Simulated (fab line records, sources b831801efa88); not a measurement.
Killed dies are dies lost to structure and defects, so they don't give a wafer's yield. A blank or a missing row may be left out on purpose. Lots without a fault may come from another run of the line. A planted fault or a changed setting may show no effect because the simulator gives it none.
Which tool did it? | flow gf180mcu | 14 lots, 39 wafers sampled, at 4 steps of a route of 602

WHAT THE GAUGES READ, wafer by wafer
GF_PSD_TW_MEAS_11.
lot  | measured     | on            | PSD_TW
L671 | day 14 05:32 | film_metro-03 | 3192 3198 3189
L672 | day 14 09:24 | film_metro-03 | 3193 3185 3191
L673 | day 14 17:46 | film_metro-02 | 3185 3171 3169
L675 | day 15 07:16 | film_metro-03 | 3165 3164 3167
L676 | day 15 20:31 | film_metro-02 | 3182 3169 3169
L677 | day 16 05:34 | film_metro-02 | 3179 3169 3192
L679 | day 17 02:40 | film_metro-02 | 3155 3155 3164
L684 | day 19 06:52 | film_metro-03 | 3166 3164 3170
L687 | day 20 01:09 | film_metro-02 | 3178 3159 3169
L688 | day 20 04:44 | film_metro-02 | 3169 3178
L690 | day 20 20:55 | film_metro-03 | 3175 3194 3176
L691 | day 21 03:55 | film_metro-01 | 3215 3203
L693 | day 21 18:35 | film_metro-03 | 3199 3190 3198
L694 | day 22 00:32 | film_metro-03 | 3172 3166

GF_SALICIDE_RS_MEAS_04: measures by four-point-probe.
lot  | measured     | on            | SALICIDE_TIN_RS (ohm/sq)
L671 | day 15 03:31 | film_metro-04 | 16.12 16.03 16.09
L672 | day 15 07:57 | film_metro-02 | 15.86 15.98 15.77
L673 | day 15 16:42 | film_metro-02 | 16.10 15.91 16.35
L675 | day 16 06:16 | film_metro-02 | 16.12 16.13 15.97
L676 | day 16 19:25 | film_metro-03 | 16.05 16.06 16.06
L677 | day 17 05:12 | film_metro-02 | 16.04 16.04 16.05
L679 | day 18 02:17 | film_metro-02 | 16.32 16.10 15.98
L684 | day 20 05:51 | film_metro-04 | 16.16 16.40 16.49
L687 | day 21 01:27 | film_metro-02 | 16.04 15.86 15.83
L688 | day 21 05:23 | film_metro-03 | 10.52 16.34 10.52 16.35
L690 | day 21 21:28 | film_metro-02 | 16.05 16.22 16.41
L691 | day 22 03:54 | film_metro-04 | 16.29 10.58 16.31 10.57
L693 | day 22 18:43 | film_metro-03 | 16.18 16.00 16.14
L694 | day 23 00:00 | film_metro-03 | 16.66 10.67 16.66 10.66

WHICH TOOL RAN EACH LOT (tool, then ch and the chambers of the sampled wafers, then the start)
lot  | GF_SALICIDE_SPUTTER_02       | GF_SALICIDE_SPUTTER_03
L671 | pvd_sputter-01, day 15 03:26 | pvd_sputter-01, day 15 03:28
L672 | pvd_sputter-01, day 15 07:54 | pvd_sputter-01, day 15 07:56
L673 | pvd_sputter-01, day 15 16:39 | pvd_sputter-01, day 15 16:40
L675 | pvd_sputter-03, day 16 06:13 | pvd_sputter-03, day 16 06:14
L676 | pvd_sputter-03, day 16 19:20 | pvd_sputter-03, day 16 19:22
L677 | pvd_sputter-01, day 17 05:09 | pvd_sputter-01, day 17 05:10
L679 | pvd_sputter-01, day 18 02:13 | pvd_sputter-01, day 18 02:14
L684 | pvd_sputter-01, day 20 05:48 | pvd_sputter-01, day 20 05:50
L687 | pvd_sputter-01, day 21 01:24 | pvd_sputter-01, day 21 01:25
L688 | pvd_sputter-01, day 21 05:18 | pvd_sputter-01, day 21 05:19
L690 | pvd_sputter-03, day 21 21:25 | pvd_sputter-03, day 21 21:26
L691 | pvd_sputter-01, day 22 03:50 | pvd_sputter-01, day 22 03:51
L693 | pvd_sputter-03, day 22 18:37 | pvd_sputter-03, day 22 18:39
L694 | pvd_sputter-01, day 22 23:55 | pvd_sputter-01, day 22 23:57
- GF_SALICIDE_SPUTTER_02: material Co, target thk 10 nm, time 20 s.
- GF_SALICIDE_SPUTTER_03: material TiN, target thk 20 nm, time 16.7 s.

WHAT THE TOOLS THEMSELVES READ (means of the sampled wafers that have a number; where no wafer has one, the mark that the record gives instead)
GF_SALICIDE_SPUTTER_02.
lot  | tool           | throttle_valve_pct (%)
L671 | pvd_sputter-01 | 29.4
L672 | pvd_sputter-01 | 29.3
L673 | pvd_sputter-01 | 29.4
L675 | pvd_sputter-03 | 29.2
L676 | pvd_sputter-03 | 29.8
L677 | pvd_sputter-01 | 29.3
L679 | pvd_sputter-01 | 29.6
L684 | pvd_sputter-01 | 29.9
L687 | pvd_sputter-01 | 29.7
L688 | pvd_sputter-01 | 29.4
L690 | pvd_sputter-03 | 29.2
L691 | pvd_sputter-01 | 29.6
L693 | pvd_sputter-03 | 29.5
L694 | pvd_sputter-01 | 29.5

GF_SALICIDE_SPUTTER_03.
lot  | tool           | throttle_valve_pct (%)
L671 | pvd_sputter-01 | 29.4
L672 | pvd_sputter-01 | 29.3
L673 | pvd_sputter-01 | 29.2
L675 | pvd_sputter-03 | 29.1
L676 | pvd_sputter-03 | 29.9
L677 | pvd_sputter-01 | 29.3
L679 | pvd_sputter-01 | 29.9
L684 | pvd_sputter-01 | 29.9
L687 | pvd_sputter-01 | 29.8
L688 | pvd_sputter-01 | 29.5
L690 | pvd_sputter-03 | 29.2
L691 | pvd_sputter-01 | 29.6
L693 | pvd_sputter-03 | 29.4
L694 | pvd_sputter-01 | 29.6

THE ANSWER, worked out from the rows above alone
Rule: what is usual is taken from the lots themselves. Put in order of their means at a reading, lots are off if they are a third of the lots or fewer, leave a main group of 4 or more, and stand apart from it by a gap of 3 or more times the standard deviation of the main group's means; of several such gaps the widest counts. A main group whose means are all the same, to the digits that the tables above print for the reading, isn't used. A lot without any number at a reading at which 4 lots or more have one is off too. The other lots that the step has rows for count as sound. The gauges are gone through in route order, then the tools' own readings, and for those a lot's mean is taken as printed above. The first step at which some lot is off is used, and at that step the reading that is off furthest; a lot without a number counts as furthest.
Off: L688, L691, L694, at GF_SALICIDE_RS_MEAS_04 (SALICIDE_TIN_RS). The main group: mean 16.09 ohm/sq, standard deviation 0.13.
A tool fits if, at a process step before that reading, it ran every lot that is off, and no sound lot after the first of them. The gauges at GF_SALICIDE_RS_MEAS_04 are tried like those tools. One fits: pvd_sputter-01 at GF_SALICIDE_SPUTTER_02 and GF_SALICIDE_SPUTTER_03. At GF_SALICIDE_SPUTTER_02 its last sound lot is L687 (day 21 01:24), its first lot that is off L688 (day 21 05:18): a fault that began between those two fits.

WHAT THE SIMULATOR HAD PUT IN
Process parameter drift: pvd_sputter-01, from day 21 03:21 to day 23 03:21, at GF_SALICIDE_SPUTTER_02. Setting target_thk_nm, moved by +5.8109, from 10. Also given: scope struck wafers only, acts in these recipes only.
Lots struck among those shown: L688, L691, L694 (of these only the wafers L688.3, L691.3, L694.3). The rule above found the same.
